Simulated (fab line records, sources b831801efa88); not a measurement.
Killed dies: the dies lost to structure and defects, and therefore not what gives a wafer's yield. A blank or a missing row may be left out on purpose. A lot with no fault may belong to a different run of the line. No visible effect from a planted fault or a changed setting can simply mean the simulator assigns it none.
fab line records -- flow sky130
record: lots: 13, wafers: 39, last_day: 50
route steps=708 shown SONOS_TUNNEL@156 VIA1@473 VIA2@510 PAD_OPEN@708
lots untouched by any fault: they come from a run of this same line in which no faults occurred
start_h: the number of hours between the record's first day and the start of the first shown wafer of the lot -- wait_h: time in hours since the lot's previous step -- " the same as in the row above -- L1.1+2: one row covering several wafers at once -- - no value present, or no start provided -- * or withheld: withheld -- < > ~ a bound
route shown NAME@n: names a module that has steps shown in the file, with the first one's number in the route -- usual: mean/standard deviation of fault-free wafers -- same: alike in all rows -- chamber/n: place in a boat -- sites: the reading at each site -- _std_site: standard deviation across them -- _edge_site: mean of outer sites minus mean of inner sites -- radius_mm: how far each site lies from the wafer's centre -- mask NAME#n: copy n -- behind: the last tool/chamber to shape the wafer -- hold: the reason the lot was held/the length of the hold in hours/how it ended -- device: the n, p or np transistor that did not switch -- end of line: the tests these same wafers got at the end of their route -- for a step that has no rows: nothing shown but its recipe -- killed: count of dies lost to structure and defects at first sort (not the wafer's yield) -- map: dies across one wafer; x = killed, . = not, _ = none there
set.NAME: the run value of the setting; set.NAME@STEP: its run value at that earlier step -- model.NAME: the simulator's own value behind a step, which no gauge read
route steps across a sampled set of lots; one table per step, one row per wafer
services: a tool's chamber out of use, with start hour (start_h, from the record's first day; less than 0 if before it), hours out, and reason
== steps ==
step: SKY_SONOS_TUNNEL_COAT_02
recipe: resist: NOVOLAK, spin_rpm: 3000, resist_thk_nm: 1140
usual: chill_plate_temp_C: 23.00/0.095, dispense_pressure_kPa: 48/5.1
lot.wafer,tool,chamber,start_h,wait_h,chill_plate_temp_C,dispense_pressure_kPa
L244.3,litho_track-04,0,248.95,0.1,22.94,43
L244.4,litho_track-04,0,248.95,0.1,22.89,43
L244.6,litho_track-04,0,248.95,0.1,22.83,43
L245.3,litho_track-04,0,256.40,0.1,23.19,43
L245.4,litho_track-04,0,256.40,0.1,23.12,43
L245.5,litho_track-04,0,256.40,0.1,23.05,43
L247.2,litho_track-02,0,277.25,0.1,22.92,48
L247.3,litho_track-02,0,277.25,0.1,22.99,48
L247.4,litho_track-02,0,277.25,0.1,23.02,48
L250.1,litho_track-01,0,295.20,0.1,23.14,56
L250.3,litho_track-01,0,295.20,0.1,22.99,56
L250.6,litho_track-01,0,295.20,0.1,23.08,56
L251.1,litho_track-04,-,306.75,0.1,-,-
L251.2,litho_track-04,-,306.75,0.1,-,-
L251.3,litho_track-04,-,306.75,0.1,-,-
L252.2,litho_track-02,-,309.45,0.1,-,-
L252.3,litho_track-02,-,309.45,0.1,-,-
L252.5,litho_track-02,-,309.45,0.1,-,-
L253.3,litho_track-02,0,319.17,0.1,23.04,48
L253.5,litho_track-02,0,319.17,0.1,23.07,48
L253.6,litho_track-02,0,319.17,0.1,23.01,48
L258.1,litho_track-04,0,370.30,0.1,22.84,43
L258.2,litho_track-04,0,370.30,0.1,22.89,43
L258.3,litho_track-04,0,370.30,0.1,22.96,43
L260.4,litho_track-02,0,381.40,0.1,22.94,48
L260.5,litho_track-02,0,381.40,0.1,22.82,48
L260.6,litho_track-02,0,381.40,0.1,22.97,48
L262.1,litho_track-01,0,390.70,0.1,23.13,56
L262.4,litho_track-01,0,390.70,0.1,23.05,56
L262.5,litho_track-01,0,390.70,0.1,22.86,56
L263.3,litho_track-04,0,403.50,0.1,23.02,43
L263.4,litho_track-04,0,403.50,0.1,23.00,43
L263.6,litho_track-04,0,403.50,0.1,22.98,43
L264.4,litho_track-04,0,408.98,0.1,22.93,43
L264.5,litho_track-04,0,408.98,0.1,23.05,43
L264.6,litho_track-04,0,408.98,0.1,23.02,43
L265.2,litho_track-02,0,416.25,0.1,22.90,48
L265.3,litho_track-02,0,416.25,0.1,22.94,48
L265.4,litho_track-02,0,416.25,0.1,22.88,48
step: SKY_SONOS_TUNNEL_CD_MEAS_07
recipe: target_cd_nm: 410
usual: cd_nm: 410.2/2.4
lot.wafer,tool,chamber,start_h,wait_h,cd_nm
L244.3,cd_sem-01,-,261.04,0.1,408.0
L244.4,cd_sem-01,-,261.04,0.1,407.5
L244.6,cd_sem-01,-,261.04,0.1,410.4
L245.3,cd_sem-02,-,267.74,0.1,411.8
L245.4,cd_sem-02,-,267.74,0.1,409.8
L245.5,cd_sem-02,-,267.74,0.1,408.9
L247.2,cd_sem-01,-,289.84,0.1,413.4
L247.3,cd_sem-01,-,289.84,0.1,414.3
L247.4,cd_sem-01,-,289.84,0.1,416.0
L250.1,cd_sem-02,-,307.30,0.1,408.6
L250.3,cd_sem-02,-,307.30,0.1,409.0
L250.6,cd_sem-02,-,307.30,0.1,410.0
L251.1,cd_sem-02,-,319.50,0.1,-
L251.2,cd_sem-02,-,319.50,0.1,-
L251.3,cd_sem-02,-,319.50,0.1,-
L252.2,cd_sem-02,-,322.04,0.1,-
L252.3,cd_sem-02,-,322.04,0.1,-
L252.5,cd_sem-02,-,322.04,0.1,-
L253.3,cd_sem-02,-,333.39,0.1,411.9
L253.5,cd_sem-02,-,333.39,0.1,413.2
L253.6,cd_sem-02,-,333.39,0.1,412.4
L258.1,cd_sem-02,-,385.07,0.1,409.0
L258.2,cd_sem-02,-,385.07,0.1,409.6
L258.3,cd_sem-02,-,385.07,0.1,410.7
L260.4,cd_sem-02,-,396.16,0.1,411.6
L260.5,cd_sem-02,-,396.16,0.1,411.1
L260.6,cd_sem-02,-,396.16,0.1,408.6
L262.1,cd_sem-01,-,404.90,0.1,413.5
L262.4,cd_sem-01,-,404.90,0.1,413.4
L262.5,cd_sem-01,-,404.90,0.1,415.9
L263.3,cd_sem-01,-,418.94,0.1,409.2
L263.4,cd_sem-01,-,418.94,0.1,407.8
L263.6,cd_sem-01,-,418.94,0.1,409.8
L264.4,cd_sem-01,-,423.61,0.1,412.7
L264.5,cd_sem-01,-,423.61,0.1,410.0
L264.6,cd_sem-01,-,423.61,0.1,408.6
L265.2,cd_sem-02,-,431.27,0.1,409.1
L265.3,cd_sem-02,-,431.27,0.1,408.7
L265.4,cd_sem-02,-,431.27,0.1,412.1
step: SKY_VIA1_ETCH_15
recipe: target: SiO2, chemistry: C4F8/O2/Ar, target_depth_nm: 351, stop_on: TiN, mask_material: KrF-thick, source_w: 1500, bias_w: 1200, pressure_mtorr: 40, c4f8_flow_sccm: withheld, O2_flow_sccm: 6, Ar_flow_sccm: 300, time_s: 54
usual: bias_w: 1199/3.7, oes_product_au: 0.981/0.0066
lot.wafer,tool,chamber,start_h,wait_h,bias_w,oes_product_au,rf_hours_counter_h
L244.3,rie_diel-01,1,806.06,0.0,1197,0.981,6
L244.4,rie_diel-01,2,806.06,0.0,1202,0.981,11
L244.6,rie_diel-01,3,806.06,0.0,1207,0.979,-
L245.3,rie_diel-03,3,812.81,0.0,1200,0.985,5
L245.4,rie_diel-03,1,812.81,0.0,1199,0.975,8
L245.5,rie_diel-03,3,812.81,0.0,1202,0.988,-
L247.2,rie_diel-03,0,836.55,0.0,1193,0.978,13
L247.3,rie_diel-03,1,836.55,0.0,1203,0.973,9
L247.4,rie_diel-03,3,836.55,0.0,1200,0.988,6
L250.1,rie_diel-01,3,852.52,0.0,1200,0.978,2
L250.3,rie_diel-01,1,852.52,0.0,1197,0.992,7
L250.6,rie_diel-01,1,852.52,0.0,1189,0.974,-
L253.3,rie_diel-03,1,868.32,0.0,1198,0.983,10
L253.5,rie_diel-03,1,868.32,0.0,1203,0.975,-
L253.6,rie_diel-03,2,868.32,0.0,1200,0.971,-
L258.1,rie_diel-03,2,932.82,0.0,1205,0.969,20
L258.2,rie_diel-03,1,932.82,0.0,1200,0.974,12
L258.3,rie_diel-03,3,932.82,0.0,1195,0.986,9
L260.4,rie_diel-01,3,934.37,0.0,1196,0.987,3
L260.5,rie_diel-01,3,934.37,0.0,1198,0.982,-
L260.6,rie_diel-01,0,934.37,0.0,1196,0.982,-
L262.1,rie_diel-03,1,939.31,0.0,1201,0.976,12
L262.4,rie_diel-03,0,939.31,0.0,1199,0.981,17
L262.5,rie_diel-03,2,939.31,0.0,1199,0.976,-
L263.3,rie_diel-01,3,943.91,0.0,1194,0.977,3
L263.4,rie_diel-01,2,943.91,0.0,1195,0.980,14
L263.6,rie_diel-01,3,943.91,0.0,1199,0.984,-
L264.4,rie_diel-04,3,948.95,0.0,1202,0.977,13
L264.5,rie_diel-04,1,948.95,0.0,1198,0.981,-
L264.6,rie_diel-04,2,948.95,0.0,1200,0.990,-
L265.2,rie_diel-01,0,955.72,0.0,1203,0.983,12
L265.3,rie_diel-01,3,955.72,0.0,1197,0.983,4
L265.4,rie_diel-01,1,955.72,0.0,1193,0.981,9
step: SKY_VIA1_THK_MEAS_23
recipe: thk_meas_gauge: xrf, reads: W_of_VIA1_CVD_21
usual: VIA1_W_THK: 273/6
lot.wafer,tool,chamber,start_h,wait_h,VIA1_W_THK[nm]
L244.3,film_metro-02,-,806.99,0.1,265
L244.4,film_metro-02,-,806.99,0.1,280
L244.6,film_metro-02,-,806.99,0.1,276
L245.3,film_metro-04,-,813.74,0.1,278
L245.4,film_metro-04,-,813.74,0.1,270
L245.5,film_metro-04,-,813.74,0.1,275
L247.2,film_metro-01,-,837.51,0.1,268
L247.3,film_metro-01,-,837.51,0.1,265
L247.4,film_metro-01,-,837.51,0.1,277
L250.1,film_metro-04,-,853.43,0.1,280
L250.3,film_metro-04,-,853.43,0.1,280
L250.6,film_metro-04,-,853.43,0.1,280
L253.3,film_metro-01,-,869.25,0.1,276
L253.5,film_metro-01,-,869.25,0.1,266
L253.6,film_metro-01,-,869.25,0.1,278
L258.1,film_metro-02,-,933.73,0.1,265
L258.2,film_metro-02,-,933.73,0.1,275
L258.3,film_metro-02,-,933.73,0.1,274
L260.4,film_metro-01,-,935.31,0.1,262
L260.5,film_metro-01,-,935.31,0.1,272
L260.6,film_metro-01,-,935.31,0.1,264
L262.1,film_metro-01,-,940.22,0.1,265
L262.4,film_metro-01,-,940.22,0.1,268
L262.5,film_metro-01,-,940.22,0.1,266
L263.3,film_metro-02,-,944.84,0.1,271
L263.4,film_metro-02,-,944.84,0.1,277
L263.6,film_metro-02,-,944.84,0.1,269
L264.4,film_metro-02,-,949.89,0.1,271
L264.5,film_metro-02,-,949.89,0.1,271
L264.6,film_metro-02,-,949.89,0.1,271
L265.2,film_metro-01,-,956.68,0.1,264
L265.3,film_metro-01,-,956.68,0.1,266
L265.4,film_metro-01,-,956.68,0.1,266
step: SKY_VIA2_BOW_MEAS_03
recipe: mode: bow
usual: VIA2_BOW: 87/8
lot.wafer,tool,chamber,start_h,wait_h,VIA2_BOW[um]
L244.3,film_metro-03,-,834.66,0.1,103
L244.4,film_metro-03,-,834.66,0.1,98
L244.6,film_metro-03,-,834.66,0.1,98
L245.3,film_metro-03,-,840.84,0.3,99
L245.4,film_metro-03,-,840.84,0.3,101
L245.5,film_metro-03,-,840.84,0.3,91
L247.2,film_metro-03,-,865.89,0.3,75
L247.3,film_metro-03,-,865.89,0.3,72
L247.4,film_metro-03,-,865.89,0.3,85
L250.1,film_metro-04,-,881.82,0.1,84
L250.3,film_metro-04,-,881.82,0.1,86
L250.6,film_metro-04,-,881.82,0.1,81
L253.3,film_metro-04,-,897.06,0.2,78
L253.5,film_metro-04,-,897.06,0.2,78
L253.6,film_metro-04,-,897.06,0.2,80
L258.1,film_metro-02,-,960.18,0.1,87
L258.2,film_metro-02,-,960.18,0.1,90
L258.3,film_metro-02,-,960.18,0.1,91
L260.4,film_metro-02,-,961.89,0.2,89
L260.5,film_metro-02,-,961.89,0.2,99
L260.6,film_metro-02,-,961.89,0.2,84
L262.1,film_metro-04,-,967.04,0.2,83
L262.4,film_metro-04,-,967.04,0.2,84
L262.5,film_metro-04,-,967.04,0.2,81
L263.3,film_metro-03,-,971.21,0.1,75
L263.4,film_metro-03,-,971.21,0.1,92
L263.6,film_metro-03,-,971.21,0.1,86
L264.4,film_metro-03,-,976.43,0.2,77
L264.5,film_metro-03,-,976.43,0.2,74
L264.6,film_metro-03,-,976.43,0.2,72
L265.2,film_metro-04,-,982.72,0.1,83
L265.3,film_metro-04,-,982.72,0.1,93
L265.4,film_metro-04,-,982.72,0.1,100
step: SKY_PAD_OPEN_PROBE_99
usual: killed_at_M0_to_M3: 44/6.4, killed_at_M4_up: 3.0/1.8, killed_at_contacts: 24/5, killed_at_front_end: 16/4.3, killed_at_other: 0.4/0.76, killed_dies: 88/8.6, killed_on_rim: 18/4, killed_open: 47/7.2, killed_short: 40/5.5
same: gross_dies: 492, killed_at_back_side: 0
lot.wafer,tool,chamber,start_h,wait_h,hold,killed_at_M0_to_M3,killed_at_M4_up,killed_at_contacts,killed_at_front_end,killed_at_other,killed_dies,killed_on_rim,killed_open,killed_short
L244.3,prober-01,-,1085.65,0.2,-,39,4,16,12,0,71,14,35,36
L244.4,prober-01,-,1085.70,0.2,-,51,5,13,17,1,87,19,48,39
L244.6,prober-01,-,1085.80,0.2,-,51,5,22,18,0,96,19,61,35
L245.3,prober-02,-,1091.58,0.2,-,52,1,28,14,0,95,20,50,44
L245.4,prober-02,-,1091.63,0.2,-,46,4,23,18,0,91,16,42,49
L245.5,prober-02,-,1091.68,0.2,-,37,0,20,14,1,72,14,37,34
L247.2,prober-02,-,1112.21,0.1,-,44,2,19,13,0,78,15,39,38
L247.3,prober-02,-,1112.26,0.2,-,42,3,17,19,0,81,17,50,31
L247.4,prober-02,-,1112.31,0.2,-,53,4,23,12,0,92,16,50,42
L250.1,prober-01,-,1122.88,0.1,-,34,2,14,24,0,74,15,40,34
L250.3,prober-01,-,1122.98,0.2,-,45,4,22,20,0,91,17,48,43
L250.6,prober-01,-,1123.13,0.2,-,44,2,23,19,0,88,19,43,45
L251.1,prober-02,-,1124.90,0.1,await_dispo/2.0h/scrap,38,3,23,428,0,492,96,40,42
L251.2,prober-02,-,1124.95,0.1,await_dispo/2.0h/scrap,51,2,21,418,0,492,96,40,44
L251.3,prober-02,-,1125.00,0.2,await_dispo/2.0h/scrap,56,4,24,408,0,492,96,48,49
L252.2,prober-01,-,1126.75,0.1,await_dispo/5.3h/scrap,47,5,29,411,0,492,96,44,42
L252.3,prober-01,-,1126.80,0.2,await_dispo/5.3h/scrap,46,2,38,406,0,492,96,64,38
L252.5,prober-01,-,1126.90,0.2,await_dispo/5.3h/scrap,48,6,34,404,0,492,96,58,43
L253.3,prober-02,-,1134.31,0.2,-,39,1,14,24,0,78,12,35,43
L253.5,prober-02,-,1134.41,0.2,-,50,3,21,21,0,95,19,46,47
L253.6,prober-02,-,1134.46,0.2,-,47,2,26,15,1,91,14,46,45
L258.1,prober-01,-,1180.06,0.1,-,44,2,17,16,0,79,15,48,31
L258.2,prober-01,-,1180.11,0.1,-,31,3,19,9,1,63,9,32,30
L258.3,prober-01,-,1180.16,0.2,-,42,3,26,20,1,92,15,50,40
L260.4,prober-02,-,1180.32,0.2,-,51,0,25,13,0,89,14,48,41
L260.5,prober-02,-,1180.37,0.2,-,51,6,30,15,0,102,27,59,43
L260.6,prober-02,-,1180.42,0.2,-,37,2,28,18,0,85,18,50,35
L262.1,prober-01,-,1183.46,0.1,-,45,3,20,13,0,81,18,42,39
L262.4,prober-01,-,1183.61,0.2,-,39,3,24,14,0,80,17,38,42
L262.5,prober-01,-,1183.66,0.2,-,55,2,23,16,0,96,18,46,50
L263.3,prober-02,-,1190.47,0.2,-,37,4,17,15,1,74,22,50,22
L263.4,prober-02,-,1190.52,0.2,-,43,1,25,19,0,88,16,49,37
L263.6,prober-02,-,1190.62,0.2,-,41,0,32,17,0,90,20,50,39
L264.4,prober-01,-,1192.02,0.2,-,34,3,36,17,2,92,15,50,39
L264.5,prober-01,-,1192.07,0.2,-,43,6,16,11,0,76,16,38,36
L264.6,prober-01,-,1192.12,0.2,-,53,0,28,18,0,99,20,47,50
L265.2,prober-02,-,1195.49,0.1,-,49,2,27,25,0,103,16,68,35
L265.3,prober-02,-,1195.54,0.2,-,42,3,20,19,0,84,19,41,43
L265.4,prober-02,-,1195.59,0.2,-,59,2,32,12,1,106,23,57,49
killed by level:class
L244.3 VIA1:geometric_particle:open=7 LI_CONTACT:geometric_particle:open=6 VIA3:geometric_particle:open=6 CONTACT:geometric_particle:open=5 VIA1:geometric_particle:short=5 VIA2:geometric_particle:open=5 FIELD_ISO:geometric_particle:short=4 METAL1:geometric_particle:short=4
L244.4 VIA2:geometric_particle:open=13 VIA1:geometric_particle:open=10 VIA3:geometric_particle:open=8 CONTACT:geometric_particle:open=6 METAL1:geometric_particle:short=6 VIA1:geometric_particle:short=4 METAL4:geometric_particle:short=4 FIELD_ISO:geometric_particle:short=3
L244.6 VIA1:geometric_particle:open=17 CONTACT:geometric_particle:open=9 VIA3:geometric_particle:open=8 POLY_GATE:geometric_particle:short=6 VIA2:geometric_particle:open=6 VIA1:geometric_particle:short=6 POLY_GATE:geometric_particle:open=5 LI_CONTACT:geometric_particle:open=5
L245.3 VIA1:geometric_particle:open=10 CONTACT:geometric_particle:open=9 VIA3:geometric_particle:short=8 POLY_GATE:geometric_particle:open=7 VIA3:geometric_particle:open=7 LI_CONTACT:geometric_particle:open=6 METAL3:geometric_particle:short=6 CONTACT:geometric_particle:short=5
L245.4 CONTACT:geometric_particle:open=12 VIA1:geometric_particle:open=7 VIA2:geometric_particle:open=7 POLY_GATE:geometric_particle:short=6 METAL1:geometric_particle:short=6 VIA1:geometric_particle:short=6 VIA3:geometric_particle:short=6 VIA3:geometric_particle:open=5
L245.5 VIA1:geometric_particle:open=9 VIA1:geometric_particle:short=8 CONTACT:geometric_particle:open=7 LI_CONTACT:geometric_particle:open=6 POLY_GATE:geometric_particle:short=5 VIA3:geometric_particle:short=5 POLY_GATE:geometric_particle:open=4 VIA2:geometric_particle:open=4
L247.2 VIA1:geometric_particle:open=8 VIA2:geometric_particle:short=8 VIA2:geometric_particle:open=7 LI_CONTACT:geometric_particle:open=6 CONTACT:geometric_particle:open=5 METAL2:geometric_particle:open=5 METAL2:geometric_particle:short=4 VIA3:geometric_particle:open=4
L247.3 VIA1:geometric_particle:open=18 LI_CONTACT:geometric_particle:open=9 FIELD_ISO:geometric_particle:open=5 FIELD_ISO:geometric_particle:short=5 METAL2:geometric_particle:short=5 VIA3:geometric_particle:open=5 CONTACT:geometric_particle:short=4 CONTACT:geometric_particle:open=4
L247.4 VIA2:geometric_particle:open=12 VIA1:geometric_particle:open=11 METAL3:geometric_particle:short=8 LI_CONTACT:geometric_particle:open=7 CONTACT:geometric_particle:open=6 FIELD_ISO:geometric_particle:short=5 METAL1:geometric_particle:short=5 CONTACT:geometric_particle:short=4
L250.1 VIA1:geometric_particle:open=12 FIELD_ISO:geometric_particle:short=7 CONTACT:geometric_particle:open=7 FIELD_ISO:geometric_particle:open=5 METAL1:geometric_particle:short=5 CONTACT:geometric_particle:short=4 VIA3:geometric_particle:open=4 POLY_GATE:geometric_particle:short=3
L250.3 VIA1:geometric_particle:open=11 CONTACT:geometric_particle:open=9 VIA3:geometric_particle:open=7 VIA1:geometric_particle:short=6 VIA2:geometric_particle:open=6 FIELD_ISO:geometric_particle:open=4 FIELD_ISO:geometric_particle:short=4 POLY_GATE:geometric_particle:open=4
L250.6 VIA1:geometric_particle:open=13 LOCAL_INTERCONNECT:geometric_particle:short=7 METAL3:geometric_particle:short=7 VIA2:geometric_particle:open=6 METAL2:geometric_particle:short=6 FIELD_ISO:geometric_particle:short=5 POLY_GATE:geometric_particle:open=5 CONTACT:geometric_particle:short=5
L251.1 SONOS_TUNNEL:area_expose=410 CONTACT:geometric_particle:open=8 LOCAL_INTERCONNECT:geometric_particle:short=7 VIA1:geometric_particle:open=7 VIA3:geometric_particle:open=6 FIELD_ISO:geometric_particle:short=5 POLY_GATE:geometric_particle:open=5 POLY_GATE:geometric_particle:short=5
L251.2 SONOS_TUNNEL:area_expose=408 VIA1:geometric_particle:open=12 VIA3:geometric_particle:open=10 CONTACT:geometric_particle:open=8 VIA1:geometric_particle:short=6 METAL1:geometric_particle:short=5 METAL2:geometric_particle:short=5 VIA2:geometric_particle:short=5
L251.3 SONOS_TUNNEL:area_expose=394 VIA1:geometric_particle:open=17 CONTACT:geometric_particle:open=8 LOCAL_INTERCONNECT:geometric_particle:short=7 POLY_GATE:geometric_particle:short=5 METAL2:geometric_particle:short=5 LI_CONTACT:geometric_particle:open=5 VIA3:geometric_particle:open=5
L252.2 SONOS_TUNNEL:area_expose=406 VIA1:geometric_particle:open=12 CONTACT:geometric_particle:open=11 METAL2:geometric_particle:short=9 CONTACT:geometric_particle:short=7 LI_CONTACT:geometric_particle:open=6 VIA3:geometric_particle:open=6 METAL4:geometric_particle:short=5
L252.3 SONOS_TUNNEL:area_expose=390 CONTACT:geometric_particle:open=17 VIA1:geometric_particle:open=13 LI_CONTACT:geometric_particle:open=10 METAL1:geometric_particle:short=7 VIA2:geometric_particle:open=6 FIELD_ISO:geometric_particle:short=5 CONTACT:geometric_particle:short=5
L252.5 SONOS_TUNNEL:area_expose=391 CONTACT:geometric_particle:open=13 VIA1:geometric_particle:open=13 LI_CONTACT:geometric_particle:open=8 METAL3:geometric_particle:short=6 FIELD_ISO:geometric_particle:open=5 LOCAL_INTERCONNECT:geometric_particle:short=5 VIA3:geometric_particle:open=5
L253.3 METAL1:geometric_particle:short=9 POLY_GATE:geometric_particle:short=7 VIA1:geometric_particle:open=7 FIELD_ISO:geometric_particle:short=6 METAL2:geometric_particle:short=6 LI_CONTACT:geometric_particle:open=5 FIELD_ISO:geometric_particle:open=4 VIA2:geometric_particle:open=4
L253.5 VIA1:geometric_particle:open=11 METAL2:geometric_particle:short=8 VIA3:geometric_particle:open=8 FIELD_ISO:geometric_particle:short=7 CONTACT:geometric_particle:open=7 VIA2:geometric_particle:open=5 POLY_GATE:geometric_particle:open=5 LOCAL_INTERCONNECT:geometric_particle:short=5
L253.6 VIA1:geometric_particle:open=14 METAL2:geometric_particle:short=9 LI_CONTACT:geometric_particle:open=7 LOCAL_INTERCONNECT:geometric_particle:short=7 CONTACT:geometric_particle:open=6 FIELD_ISO:geometric_particle:open=4 FIELD_ISO:geometric_particle:short=4 METAL1:geometric_particle:short=4
L258.1 VIA1:geometric_particle:open=12 LI_CONTACT:geometric_particle:open=7 VIA2:geometric_particle:open=7 CONTACT:geometric_particle:open=6 FIELD_ISO:geometric_particle:open=5 POLY_GATE:geometric_particle:short=4 VIA3:geometric_particle:open=4 VIA1:geometric_particle:short=4
L258.2 CONTACT:geometric_particle:open=11 VIA1:geometric_particle:open=6 METAL1:geometric_particle:short=5 VIA3:geometric_particle:open=5 FIELD_ISO:geometric_particle:short=4 CONTACT:geometric_particle:short=4 VIA2:geometric_particle:short=4 VIA1:geometric_particle:short=4
L258.3 VIA2:geometric_particle:open=9 LI_CONTACT:geometric_particle:open=9 CONTACT:geometric_particle:open=8 VIA3:geometric_particle:open=7 VIA1:geometric_particle:open=6 POLY_GATE:geometric_particle:short=5 SPACER:geometric_particle:short=5 METAL1:geometric_particle:short=5
L260.4 CONTACT:geometric_particle:open=11 METAL2:geometric_particle:short=9 VIA3:geometric_particle:open=8 VIA1:geometric_particle:open=6 VIA1:geometric_particle:short=6 VIA2:geometric_particle:short=6 VIA2:geometric_particle:open=5 LI_CONTACT:geometric_particle:open=5
L260.5 CONTACT:geometric_particle:open=12 VIA1:geometric_particle:open=11 LI_CONTACT:geometric_particle:open=10 VIA1:geometric_particle:short=9 METAL1:geometric_particle:short=8 VIA2:geometric_particle:open=6 METAL2:geometric_particle:short=5 VIA3:geometric_particle:open=5
L260.6 CONTACT:geometric_particle:open=9 VIA2:geometric_particle:open=9 LI_CONTACT:geometric_particle:open=8 FIELD_ISO:geometric_particle:open=7 METAL2:geometric_particle:short=6 LOCAL_INTERCONNECT:geometric_particle:short=6 VIA1:geometric_particle:open=6 CONTACT:geometric_particle:short=5
L262.1 VIA1:geometric_particle:open=9 VIA2:geometric_particle:open=7 VIA1:geometric_particle:short=7 LI_CONTACT:geometric_particle:open=6 VIA3:geometric_particle:open=6 CONTACT:geometric_particle:open=5 CONTACT:geometric_particle:short=4 VIA2:geometric_particle:short=4
L262.4 VIA1:geometric_particle:open=11 CONTACT:geometric_particle:open=7 VIA1:geometric_particle:short=7 FIELD_ISO:geometric_particle:short=6 LOCAL_INTERCONNECT:geometric_particle:short=6 METAL1:geometric_particle:short=6 VIA3:geometric_particle:open=5 LI_CONTACT:geometric_particle:open=4
L262.5 VIA1:geometric_particle:open=16 VIA1:geometric_particle:short=9 CONTACT:geometric_particle:open=8 METAL2:geometric_particle:short=7 POLY_GATE:geometric_particle:short=6 LOCAL_INTERCONNECT:geometric_particle:short=6 VIA3:geometric_particle:short=6 VIA2:geometric_particle:open=5
L263.3 VIA1:geometric_particle:open=11 VIA2:geometric_particle:open=10 CONTACT:geometric_particle:open=9 FIELD_ISO:geometric_particle:open=6 VIA3:geometric_particle:open=5 POLY_GATE:geometric_particle:open=3 CONTACT:geometric_particle:short=3 VIA2:geometric_particle:short=3
L263.4 VIA1:geometric_particle:open=12 CONTACT:geometric_particle:open=10 FIELD_ISO:geometric_particle:short=8 LI_CONTACT:geometric_particle:open=6 VIA2:geometric_particle:open=6 VIA1:geometric_particle:short=5 VIA3:geometric_particle:open=5 METAL2:geometric_particle:short=5
L263.6 CONTACT:geometric_particle:open=13 LI_CONTACT:geometric_particle:open=10 VIA1:geometric_particle:open=10 VIA2:geometric_particle:open=8 FIELD_ISO:geometric_particle:short=5 POLY_GATE:geometric_particle:short=5 LOCAL_INTERCONNECT:geometric_particle:short=5 METAL2:geometric_particle:short=5
L264.4 LI_CONTACT:geometric_particle:open=13 CONTACT:geometric_particle:open=10 VIA1:geometric_particle:open=8 LI_CONTACT:geometric_particle:short=5 METAL2:geometric_particle:short=5 VIA2:geometric_particle:short=5 FIELD_ISO:geometric_particle:short=4 SPACER:geometric_particle:open=4
L264.5 METAL2:geometric_particle:short=9 VIA1:geometric_particle:open=8 LI_CONTACT:geometric_particle:open=6 VIA2:geometric_particle:open=6 VIA3:geometric_particle:open=5 METAL4:geometric_particle:short=5 METAL1:geometric_particle:short=5 VIA1:geometric_particle:short=4
L264.6 VIA1:geometric_particle:open=10 CONTACT:geometric_particle:open=8 VIA3:geometric_particle:open=7 LI_CONTACT:geometric_particle:open=6 METAL1:geometric_particle:short=6 METAL2:geometric_particle:short=6 FIELD_ISO:geometric_particle:short=5 LI_CONTACT:geometric_particle:short=5
L265.2 CONTACT:geometric_particle:open=14 VIA1:geometric_particle:open=12 VIA2:geometric_particle:open=10 FIELD_ISO:geometric_particle:short=8 VIA3:geometric_particle:open=7 LI_CONTACT:geometric_particle:open=6 METAL1:geometric_particle:short=6 FIELD_ISO:geometric_particle:open=5
L265.3 VIA1:geometric_particle:open=9 LI_CONTACT:geometric_particle:open=7 FIELD_ISO:geometric_particle:open=6 FIELD_ISO:geometric_particle:short=5 VIA3:geometric_particle:short=5 METAL1:geometric_particle:short=5 VIA2:geometric_particle:short=5 VIA2:geometric_particle:open=5
L265.4 VIA2:geometric_particle:open=13 CONTACT:geometric_particle:open=12 VIA3:geometric_particle:open=10 LI_CONTACT:geometric_particle:open=8 CONTACT:geometric_particle:short=6 METAL2:geometric_particle:short=6 METAL3:geometric_particle:short=6 VIA1:geometric_particle:open=5
== services ==
tool,chamber,start_h,hours,kind
rie_diel-04,-,225.78,0.9,repair
rie_diel-01,-,242.17,0.8,repair
rie_diel-04,-,261.97,2.8,pm
rie_diel-03,1,323.46,2.1,repair
rie_diel-01,-,362.14,42.8,repair
rie_diel-01,3,377.85,6.9,repair
rie_diel-03,2,388.27,30.1,repair
rie_diel-04,-,399.52,14.6,pm
rie_diel-03,1,456.15,3.7,repair
rie_diel-03,1,485.35,5.7,repair
rie_diel-01,-,498.82,1.1,repair
rie_diel-03,1,499.73,6.8,repair
rie_diel-03,0,531.64,2.4,repair
rie_diel-01,1,605.76,23.5,repair
rie_diel-03,3,607.08,9.0,repair
rie_diel-03,-,638.77,2.8,pm
rie_diel-03,3,669.08,7.9,repair
rie_diel-01,0,697.16,1.7,repair
rie_diel-03,-,704.19,0.5,repair
rie_diel-01,-,745.83,15.6,pm
rie_diel-03,1,782.40,21.7,repair
rie_diel-01,-,849.51,0.2,repair
rie_diel-01,-,865.89,28.6,repair
rie_diel-03,2,922.96,3.8,repair
== key ==
first_sign: step: SKY_SONOS_TUNNEL_COAT_02, reading: tool_record, direction: missing
effect: step: SKY_SONOS_TUNNEL_CD_MEAS_07, reading: cd_nm, direction: missing
effect: step: SKY_PAD_OPEN_PROBE_99, reading: killed_at_front_end, direction: up, sigmas: 93, usual: 16, struck: 412
more_kills_born_at: SKY_SONOS_TUNNEL_EXPOSE_04@iline_stepper-02: 1212, SKY_SONOS_TUNNEL_EXPOSE_04@iline_stepper-01: 1187
met_at SKY_SONOS_TUNNEL_COAT_02
struck_lots L251,L252
later_rows_left_out L251.1,L251.2,L251.3,L252.2,L252.3,L252.5
tester_left_out L251,L252
not_acting_at SKY_VIA1_ETCH_15,SKY_VIA1_THK_MEAS_23,SKY_VIA2_BOW_MEAS_03
onset_between 277.25 306.75
fault: kind: skipped_step_whole, tool: litho_track-02,litho_track-04, chamber: -, onset_h: 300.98, steps: SKY_SONOS_TUNNEL_COAT_02, scope: struck_lots_only
tester_left_out: of these lots the tester's yield and bins aren't shown, on N5 and GAA mostly nor the transistor test; their killed dies are dies lost to structure and defects alone, not to doping, threshold or leakage, so they don't give the yield
later_rows_left_out: the simulator's readings of these wafers behind a module that went badly wrong aren't trusted and aren't shown, but for the sort
